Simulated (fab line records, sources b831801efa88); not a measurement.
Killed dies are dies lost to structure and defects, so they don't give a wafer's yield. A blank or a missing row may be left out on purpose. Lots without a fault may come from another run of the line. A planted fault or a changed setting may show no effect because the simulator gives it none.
A struck lot beside a sound one | flow gf180mcu | 32 steps out of a route of 602
Sound: wafers L717.2, L717.4, L717.6. Struck: wafers L723.1, L723.2, L723.5. The cause comes at the end.
At each step with rows: each side's tool, then ch and its chambers, then its first start. Under that, the readings that differ: sound wafers | struck wafers | difference of the means | sigmas: that difference in standard deviations of wafers without a fault.
alike: readings whose means differ by less than 2 such deviations, and words and numbers that are the same on both sides. not compared: withheld readings, readings that some wafer has no value for, bounds like >300 that may hide the same value, and numbers for which the record gives no deviation and whose values overlap.
The two part at a step that has a row with sigmas, a row that says differs or no value, or rows on one side only. Numbers that don't overlap but have no deviation are shown without sigmas and don't part them. A reading that every wafer of one side lacks parts them only if that side has two wafers or more.

first, 4 steps without rows for these wafers: GF_VT_IMPLANT_SOFTBAKE_03 (time 60 s); GF_VT_IMPLANT_EXPOSE_04 (exposes mask LVPWELL LV AREA, target cd 600 nm); GF_VT_IMPLANT_PEB_05; GF_VT_IMPLANT_DEVELOP_06 (develop time 60 s).
GF_VT_IMPLANT_OVL_MEAS_07:
  sound on overlay-02, day 6 12:04; struck on overlay-02, day 8 02:42
  alike: VT_IMPLANT_OVL
then, 1 step without rows for these wafers: GF_VT_IMPLANT_IMPLANT_08.
GF_VT_IMPLANT_STRIP_09: strips in O2/N2.
  sound on plasma_asher-04 ch 0,1, day 6 12:14; struck on plasma_asher-03 ch 0,1, day 8 02:53
  alike: chamber_pressure_mTorr, drypump_motor_current_A, heater_power_w, oes_product_au, strip_time_to_endpoint_s
  not compared: rf_hours_counter_h
GF_VT_IMPLANT_TW_MEAS_10:
  sound on film_metro-04, day 6 12:21; struck on film_metro-01, day 8 02:59
  reading       | sound       | struck      | difference | sigmas
  VT_IMPLANT_TW | 557 558 555 | 571 570 567 | +13        | +3
then, 4 steps without rows for these wafers: GF_VT_IMPLANT_DEHYDRATE_11 (time 60 s); GF_VT_IMPLANT_HMDS_12 (prime time 62.06 s); GF_VT_IMPLANT_COAT_13 (resist thk 1000 nm); GF_VT_IMPLANT_SOFTBAKE_14 (time 60 s).
GF_VT_IMPLANT_EXPOSE_15: exposes mask Nwell LV AREA, target cd 860 nm.
  sound on iline_stepper-02 ch 0, day 6 19:58; struck on iline_stepper-01 ch 0, day 8 10:41
  reading | sound                                           | struck                                                | difference | sigmas
  mask    | Nwell_LV_AREA#0 Nwell_LV_AREA#0 Nwell_LV_AREA#0 | LVPWELL_HV_AREA#0 LVPWELL_HV_AREA#0 LVPWELL_HV_AREA#0 | differs    |
then, 2 steps without rows for these wafers: GF_VT_IMPLANT_PEB_16; GF_VT_IMPLANT_DEVELOP_17 (develop time 60 s).
GF_VT_IMPLANT_OVL_MEAS_18:
  sound on overlay-01, day 7 03:28; struck on overlay-02, day 8 18:36
  reading                | sound          | struck | difference                    | sigmas
  VT_IMPLANT_01_OVL (nm) | -0.3 -0.1 -0.8 | - - -  | no value on the struck wafers |
then, 1 step without rows for these wafers: GF_VT_IMPLANT_IMPLANT_19.
GF_VT_IMPLANT_STRIP_20: strips in O2/N2.
  sound on plasma_asher-04 ch 0,1, day 7 03:38; struck on plasma_asher-03 ch 0,1, day 8 18:47
  reading                     | sound          | struck         | difference | sigmas
  drypump_motor_current_A (A) | 6.02 6.10 6.11 | 5.43 5.76 5.41 | -0.54      | -2
  alike: chamber_pressure_mTorr, heater_power_w, oes_product_au, strip_time_to_endpoint_s
  not compared: rf_hours_counter_h
GF_VT_IMPLANT_TW_MEAS_21:
  sound on film_metro-01, day 7 03:45; struck on film_metro-01, day 8 18:53
  reading         | sound          | struck   | difference | sigmas
  VT_IMPLANT_2_TW | 1225 1223 1227 | 30 30 30 | -1195      | -99 or more
then, 7 steps without rows for these wafers: GF_VT_IMPLANT_DEHYDRATE_22 (time 60 s); GF_VT_IMPLANT_HMDS_23 (prime time 60 s); GF_VT_IMPLANT_COAT_24 (resist thk 1000 nm); GF_VT_IMPLANT_SOFTBAKE_25 (time 60 s); GF_VT_IMPLANT_EXPOSE_26 (exposes mask LVPWELL HV AREA, target cd 860 nm); GF_VT_IMPLANT_PEB_27; GF_VT_IMPLANT_DEVELOP_28 (develop time 60 s).
GF_VT_IMPLANT_OVL_MEAS_29:
  sound on overlay-01, day 7 18:36; struck on overlay-01, day 9 11:08
  reading                | sound          | struck        | difference | sigmas
  VT_IMPLANT_02_OVL (nm) | -5.1 -6.5 -5.3 | 0.7 -0.7 -1.9 | +5.0       | +3
then, 1 step without rows for these wafers: GF_VT_IMPLANT_IMPLANT_30.
GF_VT_IMPLANT_STRIP_31: strips in O2/N2.
  sound on plasma_asher-03 ch 0,1, day 7 18:47; struck on plasma_asher-03 ch 0,1, day 9 11:19
  alike: chamber_pressure_mTorr, drypump_motor_current_A, heater_power_w, oes_product_au, strip_time_to_endpoint_s
  not compared: rf_hours_counter_h
GF_VT_IMPLANT_TW_MEAS_32:
  sound on film_metro-01, day 7 18:53; struck on film_metro-04, day 9 11:25
  reading         | sound             | struck               | difference | sigmas
  VT_IMPLANT_3_TW | 272.6 271.8 271.7 | 1211.4 1205.8 1214.1 | +938.4     | +99 or more
then, 1 step without rows for these wafers: GF_VT_IMPLANT_DEHYDRATE_33 (time 60 s).
-- the record jumps here: 23 days lie between the struck wafers' starts before and after (it left off in module VT_IMPLANT and takes up again in module PASSIVATION, whose first step shown is number 602 of the route) --
GF_PASSIVATION_PROBE_99:
  the record has rows for the struck wafers here (prober-01, day 32 00:20) and none for the sound ones

WHERE THEY PART
First at GF_VT_IMPLANT_TW_MEAS_10; last, within this record, at GF_PASSIVATION_PROBE_99.

WHY: what the simulator had put in
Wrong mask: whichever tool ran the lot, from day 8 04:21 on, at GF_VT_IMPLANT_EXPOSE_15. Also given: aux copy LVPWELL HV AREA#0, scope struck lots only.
